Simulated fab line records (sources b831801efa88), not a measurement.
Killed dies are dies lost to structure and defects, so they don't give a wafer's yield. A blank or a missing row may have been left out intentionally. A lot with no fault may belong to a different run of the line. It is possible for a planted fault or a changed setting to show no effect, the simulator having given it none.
The same fault as seen by 2 desks || flow gf180mcu || numbers are kept per desk, each desk with only its own; the story behind them comes last

## DESK OF THE TOOL OWNER: pvd_sputter-03
At GF_V1_SPUTTER_22 (material TiN, target thk 10 nm, time 40 s) the tool's own readings: per lot run on this tool, the mean of the sampled wafers that have a number. If a lot's mean is further than 4 standard deviations from the usual mean, the lot is out of limits and carries the mark OUT (the distance appears in the brackets).
Columns: A = chamber_pressure_pa at GF_V1_SPUTTER_22, usual 5.001 Pa; B = throttle_valve_pct at GF_V1_SPUTTER_22, usual 30.2 %
{"lot": "L326", "first seen here": "day 20 16:26", "A": "5.556 (+46) OUT", "B": 28.0}
{"lot": "L329", "first seen here": "day 22 00:22", "A": "5.276 (+23) OUT", "B": 28.3}
{"lot": "L340", "first seen here": "day 25 10:35", "A": 4.996, "B": 29.2}
This desk's verdict: out of limits on L326, L329, starting with L326 at day 20 16:26 (chamber_pressure_pa at GF_V1_SPUTTER_22). L340 stayed within limits.

## THE METROLOGY DESK
What the gauges read, lot by lot, whatever tool the lot ran on: means of the sampled wafers that have a number. If a lot's mean is further than 4 standard deviations from the usual mean, the lot is out of limits and carries the mark OUT (the distance appears in the brackets).
Columns: A = cd_nm at GF_V1_CD_MEAS_14, usual 259.9 nm; B = V1_OVL at GF_V1_OVL_MEAS_15, usual -2 nm
{"lot": "L325", "first seen here": "day 20 05:20", "A": 259.6, "B": 3}
{"lot": "L326", "first seen here": "day 20 15:33", "A": 260.4, "B": -7}
{"lot": "L329", "first seen here": "day 21 23:29", "A": 258.3, "B": 7}
{"lot": "L334", "first seen here": "day 23 15:07", "A": 261.0, "B": -4}
{"lot": "L338", "first seen here": "day 24 14:08", "A": 260.5, "B": -1}
{"lot": "L340", "first seen here": "day 25 09:44", "A": 258.6, "B": 1}
Result from this desk: across the 6 lots, nothing is out of limits.

## PUT TOGETHER
An alarm could have come from the tool owner's desk at day 20 16:26, on L326, L329.
Nothing out of limits was seen by the metrology desk.
The metrology desk has L326, L329 on record, within its limits.
Every lot named ran GF_V1_SPUTTER_22 on pvd_sputter-03.

## WHAT THE SIMULATOR HAD INSERTED
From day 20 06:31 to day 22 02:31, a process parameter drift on pvd_sputter-03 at GF_V1_SPUTTER_22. Setting chamber_pressure_pa, moved by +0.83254, from 5. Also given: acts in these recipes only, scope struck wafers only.
Shown lots that were struck: L326, L329.
Hours from the fault's start to each desk's first reading out of limits: the tool owner's desk, 10.
